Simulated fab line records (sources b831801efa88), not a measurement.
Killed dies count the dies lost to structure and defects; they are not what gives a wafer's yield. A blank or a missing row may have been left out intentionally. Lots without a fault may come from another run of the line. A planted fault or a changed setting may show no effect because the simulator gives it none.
What tool caused it? || flow sky130 || 12 lots, 36 wafers sampled, at 4 steps of a route of 708

== WHAT EACH GAUGE READ, for each wafer ==
SKY_FIELD_ISO_THK_MEAS_02. Usual: for FIELD_ISO_OXIDATION_00_THK the level is 12.29 nm and the standard deviation is 0.22.
{"lot": "L957", "measured": "day 1 12:14", "on": "filmMetro-01", "FIELD_ISO_OXIDATION_00_THK (nm)": "11.91 11.72 12.12", "flag": ""}
{"lot": "L958", "measured": "day 1 17:05", "on": "filmMetro-02", "FIELD_ISO_OXIDATION_00_THK (nm)": "12.31 11.99 12.07", "flag": ""}
{"lot": "L959", "measured": "day 1 22:40", "on": "filmMetro-03", "FIELD_ISO_OXIDATION_00_THK (nm)": "12.20 12.06 12.11", "flag": ""}
{"lot": "L960", "measured": "day 2 03:04", "on": "filmMetro-01", "FIELD_ISO_OXIDATION_00_THK (nm)": "12.32 12.24 12.32", "flag": ""}
{"lot": "L962", "measured": "day 2 13:52", "on": "filmMetro-03", "FIELD_ISO_OXIDATION_00_THK (nm)": "12.66 12.49 12.49", "flag": ""}
{"lot": "L963", "measured": "day 2 19:40", "on": "filmMetro-03", "FIELD_ISO_OXIDATION_00_THK (nm)": "12.29 12.31 12.27", "flag": ""}
{"lot": "L964", "measured": "day 3 01:14", "on": "filmMetro-03", "FIELD_ISO_OXIDATION_00_THK (nm)": "12.42 12.16 12.22", "flag": ""}
{"lot": "L967", "measured": "day 3 14:52", "on": "filmMetro-01", "FIELD_ISO_OXIDATION_00_THK (nm)": "12.28 12.31 12.27", "flag": ""}
{"lot": "L971", "measured": "day 4 12:02", "on": "filmMetro-01", "FIELD_ISO_OXIDATION_00_THK (nm)": "12.13 12.06 12.10", "flag": ""}
{"lot": "L972", "measured": "day 4 15:38", "on": "filmMetro-01", "FIELD_ISO_OXIDATION_00_THK (nm)": "12.43 12.07 12.41", "flag": ""}
{"lot": "L973", "measured": "day 4 21:55", "on": "filmMetro-01", "FIELD_ISO_OXIDATION_00_THK (nm)": "12.06 12.27 12.01", "flag": ""}
{"lot": "L975", "measured": "day 5 06:10", "on": "filmMetro-02", "FIELD_ISO_OXIDATION_00_THK (nm)": "12.55 12.56 12.58", "flag": ""}

SKY_FIELD_ISO_CD_MEAS_13 targets a cd of 150 nm. Usual: 150.1 nm for cdNm, sd 1.5.
{"lot": "L957", "measured": "day 2 05:04", "on": "cdSem-02", "cdNm (nm)": "152.6 152.5 152.3", "flag": ""}
{"lot": "L958", "measured": "day 2 11:44", "on": "cdSem-02", "cdNm (nm)": "150.9 150.7 150.6", "flag": ""}
{"lot": "L959", "measured": "day 2 17:27", "on": "cdSem-02", "cdNm (nm)": "150.7 149.8 149.9", "flag": ""}
{"lot": "L960", "measured": "day 2 20:11", "on": "cdSem-02", "cdNm (nm)": "151.9 151.4 151.2", "flag": ""}
{"lot": "L962", "measured": "day 3 07:57", "on": "cdSem-01", "cdNm (nm)": "149.1 147.8 149.2", "flag": ""}
{"lot": "L963", "measured": "day 3 14:23", "on": "cdSem-02", "cdNm (nm)": "151.7 151.2 151.4", "flag": ""}
{"lot": "L964", "measured": "day 3 18:52", "on": "cdSem-02", "cdNm (nm)": "149.1 148.0 150.2", "flag": ""}
{"lot": "L967", "measured": "day 4 10:35", "on": "cdSem-01", "cdNm (nm)": "149.0 149.4 147.5", "flag": ""}
{"lot": "L971", "measured": "day 5 08:46", "on": "cdSem-02", "cdNm (nm)": "149.1 147.2 148.8", "flag": ""}
{"lot": "L972", "measured": "day 5 10:53", "on": "cdSem-02", "cdNm (nm)": "151.0 150.4 150.2", "flag": ""}
{"lot": "L973", "measured": "day 5 18:10", "on": "cdSem-01", "cdNm (nm)": "151.0 149.7 151.2", "flag": ""}
{"lot": "L975", "measured": "day 6 04:38", "on": "cdSem-01", "cdNm (nm)": "146.7 147.8 148.0", "flag": ""}

SKY_VT_ADJUST_HVTP_TW_MEAS_11. Usual: for VT_ADJUST_HVTP_TW the level is 1343 and the standard deviation is 8.2.
{"lot": "L957", "measured": "day 6 09:11", "on": "filmMetro-03", "VT_ADJUST_HVTP_TW": "1360 1358 1348", "flag": ""}
{"lot": "L958", "measured": "day 6 14:44", "on": "filmMetro-04", "VT_ADJUST_HVTP_TW": "1333 1334 1345", "flag": ""}
{"lot": "L959", "measured": "day 6 18:45", "on": "filmMetro-03", "VT_ADJUST_HVTP_TW": "1355 1357 1359", "flag": ""}
{"lot": "L960", "measured": "day 6 23:08", "on": "filmMetro-04", "VT_ADJUST_HVTP_TW": "1340 1339 1340", "flag": ""}
{"lot": "L962", "measured": "day 7 11:38", "on": "filmMetro-04", "VT_ADJUST_HVTP_TW": "1328 1333 1337", "flag": ""}
{"lot": "L963", "measured": "day 7 17:36", "on": "filmMetro-01", "VT_ADJUST_HVTP_TW": "1336 1337 1336", "flag": ""}
{"lot": "L964", "measured": "day 7 23:05", "on": "filmMetro-04", "VT_ADJUST_HVTP_TW": "1337 1334 1340", "flag": ""}
{"lot": "L967", "measured": "day 9 01:50", "on": "filmMetro-03", "VT_ADJUST_HVTP_TW": "1359 1357 1350", "flag": ""}
{"lot": "L971", "measured": "day 10 00:41", "on": "filmMetro-03", "VT_ADJUST_HVTP_TW": "1189 1185 1183 1188 1189 1183", "flag": "OFF"}
{"lot": "L972", "measured": "day 10 02:14", "on": "filmMetro-01", "VT_ADJUST_HVTP_TW": "1345 1346 1350", "flag": ""}
{"lot": "L973", "measured": "day 10 06:50", "on": "filmMetro-01", "VT_ADJUST_HVTP_TW": "1344 1344 1344", "flag": ""}
{"lot": "L975", "measured": "day 10 20:08", "on": "filmMetro-04", "VT_ADJUST_HVTP_TW": "1175 1183 1174 1184 1178 1171", "flag": "OFF"}

== WHICH TOOL RAN EACH LOT (tool, then ch and the chambers of the sampled wafers, then the start) ==
{"lot": "L957", "SKY_VT_ADJUST_HVTP_IMPLANT_09": "implanter-03 ch 0, day 6 08:56"}
{"lot": "L958", "SKY_VT_ADJUST_HVTP_IMPLANT_09": "implanter-02 ch 0, day 6 14:29"}
{"lot": "L959", "SKY_VT_ADJUST_HVTP_IMPLANT_09": "implanter-02 ch 0, day 6 18:31"}
{"lot": "L960", "SKY_VT_ADJUST_HVTP_IMPLANT_09": "implanter-02 ch 0, day 6 22:55"}
{"lot": "L962", "SKY_VT_ADJUST_HVTP_IMPLANT_09": "implanter-03 ch 0, day 7 11:25"}
{"lot": "L963", "SKY_VT_ADJUST_HVTP_IMPLANT_09": "implanter-03 ch 0, day 7 17:22"}
{"lot": "L964", "SKY_VT_ADJUST_HVTP_IMPLANT_09": "implanter-04 ch 0, day 7 22:50"}
{"lot": "L967", "SKY_VT_ADJUST_HVTP_IMPLANT_09": "implanter-04 ch 0, day 9 01:35"}
{"lot": "L971", "SKY_VT_ADJUST_HVTP_IMPLANT_09": "implanter-03 ch 0, day 10 00:26"}
{"lot": "L972", "SKY_VT_ADJUST_HVTP_IMPLANT_09": "implanter-04 ch 0, day 10 01:59"}
{"lot": "L973", "SKY_VT_ADJUST_HVTP_IMPLANT_09": "implanter-02 ch 0, day 10 06:35"}
{"lot": "L975", "SKY_VT_ADJUST_HVTP_IMPLANT_09": "implanter-03 ch 0, day 10 19:53"}
- SKY_VT_ADJUST_HVTP_IMPLANT_09

== WHAT THE TOOLS THEMSELVES READ (means of the sampled wafers that have a number; where no wafer has one, the mark that the record gives instead) ==
SKY_VT_ADJUST_HVTP_IMPLANT_09. Usual: beamOnS 10.02 s, standard deviation 0.19; doseIonsCm2 4.3e+12, standard deviation 5.1e+09; faradayCurrentUA 24.2, standard deviation 0.45.
{"lot": "L957", "tool": "implanter-03", "beamOnS (s)": 9.90, "doseIonsCm2": 4.3e+12, "faradayCurrentUA": 24.5, "flag": ""}
{"lot": "L958", "tool": "implanter-02", "beamOnS (s)": 10.19, "doseIonsCm2": 4.3e+12, "faradayCurrentUA": 23.8, "flag": ""}
{"lot": "L959", "tool": "implanter-02", "beamOnS (s)": 10.14, "doseIonsCm2": 4.3e+12, "faradayCurrentUA": 24.0, "flag": ""}
{"lot": "L960", "tool": "implanter-02", "beamOnS (s)": 10.06, "doseIonsCm2": 4.3e+12, "faradayCurrentUA": 24.1, "flag": ""}
{"lot": "L962", "tool": "implanter-03", "beamOnS (s)": 9.96, "doseIonsCm2": 4.3e+12, "faradayCurrentUA": 24.4, "flag": ""}
{"lot": "L963", "tool": "implanter-03", "beamOnS (s)": 10.05, "doseIonsCm2": 4.3e+12, "faradayCurrentUA": 24.1, "flag": ""}
{"lot": "L964", "tool": "implanter-04", "beamOnS (s)": 9.81, "doseIonsCm2": 4.3e+12, "faradayCurrentUA": 24.8, "flag": ""}
{"lot": "L967", "tool": "implanter-04", "beamOnS (s)": 9.82, "doseIonsCm2": 4.3e+12, "faradayCurrentUA": 24.7, "flag": ""}
{"lot": "L971", "tool": "implanter-03", "beamOnS (s)": 10.11, "doseIonsCm2": 2.9e+12, "faradayCurrentUA": 16.1, "flag": "OFF"}
{"lot": "L972", "tool": "implanter-04", "beamOnS (s)": 10.03, "doseIonsCm2": 4.3e+12, "faradayCurrentUA": 24.1, "flag": ""}
{"lot": "L973", "tool": "implanter-02", "beamOnS (s)": 9.90, "doseIonsCm2": 4.3e+12, "faradayCurrentUA": 24.4, "flag": ""}
{"lot": "L975", "tool": "implanter-03", "beamOnS (s)": 9.93, "doseIonsCm2": 2.9e+12, "faradayCurrentUA": 16.4, "flag": "OFF"}

== THE ANSWER, worked out from the rows above alone ==
Rule: take the mean of a lot's wafers that have a number; if it is more than 3 standard deviations from the usual mean, the lot is off. A lot without any number at a reading at which 4 lots or more have one is off too. Where the step has rows for the other lots, those lots are counted as sound. Order of review: gauges by route order, followed by the tools' own readings, for which a lot's mean as printed above is used. The first step at which some lot is off is used, and at that step the reading that is off furthest; a lot without a number counts as furthest.
Off: L971, L975, at SKY_VT_ADJUST_HVTP_TW_MEAS_11 (VT_ADJUST_HVTP_TW).
If a tool, at a process step before that reading, ran all the lots that are off and no sound lot after the first of them, it fits. Not tried: the gauges at SKY_VT_ADJUST_HVTP_TW_MEAS_11; whatever is off there is also off at SKY_VT_ADJUST_HVTP_IMPLANT_09, on other tools, and gauge error can't account for it. One fits: SKY_VT_ADJUST_HVTP_IMPLANT_09 on implanter-03. A fault onset in the window from L963 (day 7 17:22, its last sound lot) to L971 (day 10 00:26, its first lot off) fits.
The tool's own readings at SKY_VT_ADJUST_HVTP_IMPLANT_09 bear it out: on the lots that are off they differ by more than 5 times the standard deviation of the sound lots' means. doseIonsCm2 reads 2.9e+12 there against 4.3e+12 on the sound lots; faradayCurrentUA reads 16.2 there against 24.3 on the sound lots.

== WHAT THE SIMULATOR HAD PUT IN ==
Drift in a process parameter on implanter-03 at SKY_VT_ADJUST_HVTP_IMPLANT_09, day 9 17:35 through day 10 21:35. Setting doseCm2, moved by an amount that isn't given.
Lots struck among those shown: L971, L975. This agrees with what the rule above found.
